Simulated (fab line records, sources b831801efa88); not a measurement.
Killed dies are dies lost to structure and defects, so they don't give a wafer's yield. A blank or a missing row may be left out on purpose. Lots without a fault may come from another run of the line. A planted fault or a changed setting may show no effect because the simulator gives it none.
Problem report in the 8D (eight disciplines) form, filled by code | flow sky130 | the parts of the form that need people (team, actions taken, sign-off) are left out

1. THE PROBLEM
bias_w at SKY_METAL3_METAL_ETCH_18 reads a mean of 59.10 W on 3 wafers of 2 lots; wafers without a fault read 48.51 W with a standard deviation of 0.14. That is +76 standard deviations from the usual mean.
The step: etches the open film in Cl2/BCl3, stops on SiO2, target depth 845 nm, time 183.1 s.
First seen on wafer L875.1, day 40 01:56, on rie_metal-01. The record holds 39 wafers of 13 lots with a number at this step. Rule for "out", or "out of limits": more than 4 standard deviations from the usual mean. The other wafers with a number count as sound.

2. WHAT IT IS AND WHAT IT IS NOT
question                    | is                     | is not
which readings at this step | bias_w                 | drypump_motor_current_A, mfc_cl2_sccm, oes_product_au, throttle_valve_pct
which lots                  | L875, L876             | L869, L870, L871, L872, L873, L874, L887, L888, L889, L891, L892
which wafers of those lots  | L875.1, L876.4, L876.5 | L875.4, L875.6, L876.6
read on which tools         | rie_metal-01           | rie_metal-03, rie_metal-04
when                        | from day 40 01:56      | up to then (20 sound wafers); but 16 sound wafers of L876, L887, L888, L889, L891, L892 came after

3. SUSPECTS, AND WHAT RULES EACH OUT
Counting: a tool at a process step up to the reading stays a suspect if it ran every lot that is out. Sound lots after the first of them don't rule it out here, since some wafers of a struck lot are sound.
- rie_metal-01 at SKY_METAL3_METAL_ETCH_18 (etches the open film in Cl2/BCl3, stops on SiO2, target depth 845 nm, time 183.1 s): kept. It ran every lot that is out, first L875 (day 40 01:56); its last sound lot up to then is L874 (day 39 13:35). Its own readings are out on those wafers: bias_w.
- Within rie_metal-01 at SKY_METAL3_METAL_ETCH_18: the wafers that are out ran in chamber 0; their sound lot-mates ran in chamber 1.
Left after counting: rie_metal-01 at SKY_METAL3_METAL_ETCH_18.

4. THE CAUSE (what the simulator had put in)
Process parameter drift: rie_metal-01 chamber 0, from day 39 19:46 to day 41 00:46, at SKY_METAL3_METAL_ETCH_18. Setting bias_w, moved by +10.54, from 48.5. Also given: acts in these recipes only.
Counting left only this tool.

5. THE CHAIN OF EFFECTS, in route order
Each row: a reading whose mean over the struck wafers that have a number lies more than 3 standard deviations from the usual. Only readings for which the record gives a usual standard deviation are gone through. hours: the time from each lot's start at the first step in this table that gives one to its start at this step, as a median over the lots. sigmas: the change in usual standard deviations.
hours | step                     | reading                  | usual      | on struck wafers | change | sigmas
0     | SKY_METAL3_METAL_ETCH_18 | bias_w                   | 48.51 W    | 59.10            | +10.59 | +76
0     | SKY_METAL3_STRIP_19      | oes_product_au           | 0.504 a.u. | 0.483            | -0.021 | -3.5
0     | SKY_METAL3_STRIP_19      | strip_time_to_endpoint_s | 6.57 s     | 6.12             | -0.45  | -4.9
The process steps in it:
- SKY_METAL3_METAL_ETCH_18: etches the open film in Cl2/BCl3, stops on SiO2, target depth 845 nm, time 183.1 s.
- SKY_METAL3_STRIP_19: strips in O2/N2.

6. WHAT WOULD HAVE CAUGHT IT SOONER
In this record the first reading out of limits was taken at day 40 01:56, 6 hours after the fault began at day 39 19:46.
